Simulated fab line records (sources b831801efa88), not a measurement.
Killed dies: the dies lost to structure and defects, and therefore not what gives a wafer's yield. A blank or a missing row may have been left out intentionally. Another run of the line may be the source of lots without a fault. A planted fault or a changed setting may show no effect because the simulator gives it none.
Struck lot and sound lot, side by side -- flow sky130 -- 15 steps out of a route of 708
Sound: these wafers, L665.1, L665.3, L665.4. Wafers L670.3, L670.4, L670.6 were the ones struck. Last of all comes the cause.
Order at every step that has rows: each side's tool, ch and its chambers, its first start. Under that, the readings that differ: sound wafers -- struck wafers -- difference of the means -- sigmas: that difference in standard deviations of wafers without a fault.
alike: readings whose means differ by less than 2 such deviations, and words and numbers that are the same on both sides. not compared: withheld readings, readings that some wafer has no value for, bounds like >300 that may hide the same value, and numbers for which the record gives no deviation and whose values overlap.
A row with sigmas, a row that says differs or no value, or rows on one side alone: a step with any of these is where the two part. Non-overlapping numbers with no deviation appear without sigmas and do not part them. A reading that every wafer of one side lacks parts them only if that side has two wafers or more.

SKY_LOCAL_INTERCONNECT_ETCH_13: etches BARC in N2/H2, stops on SiO2, time 45.9 s, target depth 60 nm.
  sound on rie-metal-02 ch 0,1, day 30 19:38; struck on rie-metal-04 ch 0,1, day 32 23:43
  alike: drypump-motor-current-A, h2-flow-sccm, oes-product-au, throttle-valve-pct
  not compared: rf-hours-counter-h
SKY_LOCAL_INTERCONNECT_METAL_ETCH_14: etches TiN in Cl2/BCl3, stops on PSG, target depth 110 nm, time 31.4 s.
  sound on rie-metal-02 ch 0,1, day 30 19:42; struck on rie-metal-04 ch 0,1, day 32 23:47
  alike: drypump-motor-current-A, mfc-cl2-sccm, oes-product-au, throttle-valve-pct
  not compared: rf-hours-counter-h
SKY_LOCAL_INTERCONNECT_STRIP_15: strips in O2/N2.
  sound on plasma-asher-02 ch 0,1, day 30 19:45; struck on plasma-asher-04 ch 0,1, day 32 23:51
  alike: drypump-motor-current-A, o2-flow-sccm, oes-product-au, strip-time-to-endpoint-s
  not compared: rf-hours-counter-h
then, 3 steps without rows for these wafers: SKY_LOCAL_INTERCONNECT_STRIP_16 (strips in post etch residue remover, time 1200 s); SKY_LOCAL_INTERCONNECT_CLEAN_17 (cleans in IPA, time 180 s); SKY_LOCAL_INTERCONNECT_CLEAN_18 (cleans in O3/DIW).
SKY_CONTACT_CVD_00: deposits Si3N4, target thk 75 nm.
  sound on pecvd-03 ch 1,2, day 30 20:23; struck on pecvd-03 ch 0,1, day 33 00:31
  alike: heater-power-w
SKY_CONTACT_THK_MEAS_01:
  struck on film-metro-04, day 33 00:34; sound on film-metro-02, day 30 20:25
  alike: CONTACT_CVD_00_THK
then, 1 step without rows for these wafers: SKY_CONTACT_HDPCVD_02 (deposits SiO2, target thk 565 nm, time 94.2 s).
SKY_CONTACT_THK_MEAS_03:
  struck on film-metro-02, day 33 00:42; sound on film-metro-03, day 30 20:32
  alike: CONTACT_HDPCVD_THK
SKY_CONTACT_CMP_04: polishes SiO2.
  sound on cmp-02 ch 0,1,3, day 30 20:36; struck on cmp-01 ch 0,1,3, day 33 00:44
  alike: motor-current-A, time-to-endpoint-s
SKY_CONTACT_BOW_MEAS_05:
  struck on film-metro-04, day 33 01:05; sound on film-metro-02, day 30 20:54
  alike: CONTACT_BOW
SKY_CONTACT_DEHYDRATE_06: time 60 s.
  sound on litho-track-02 ch 0, day 31 10:20; struck on litho-track-01 ch 0, day 33 13:36
reading,sound,struck,difference,sigmas
heater-power-total-W (W),160.57 160.56 160.37,163.96 163.99 164.01,+3.49,+27
plate-temp-C (C),200.11 200.10 200.18,203.62 203.59 203.35,+3.39,+21
  alike: resist-line-temp-C
then, 1 step without rows for these wafers: SKY_CONTACT_HMDS_07 (prime time 60 s).
SKY_PAD_OPEN_PROBE_99:
  rows exist in the record for the sound wafers here (prober-02, day 46 06:07), none for the struck ones

== WHERE THEY PART ==
Earliest at SKY_CONTACT_DEHYDRATE_06; latest, in this record, at SKY_PAD_OPEN_PROBE_99.

WHY: what the simulator had put in
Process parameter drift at SKY_CONTACT_DEHYDRATE_06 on litho-track-01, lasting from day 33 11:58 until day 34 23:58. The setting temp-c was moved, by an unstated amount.
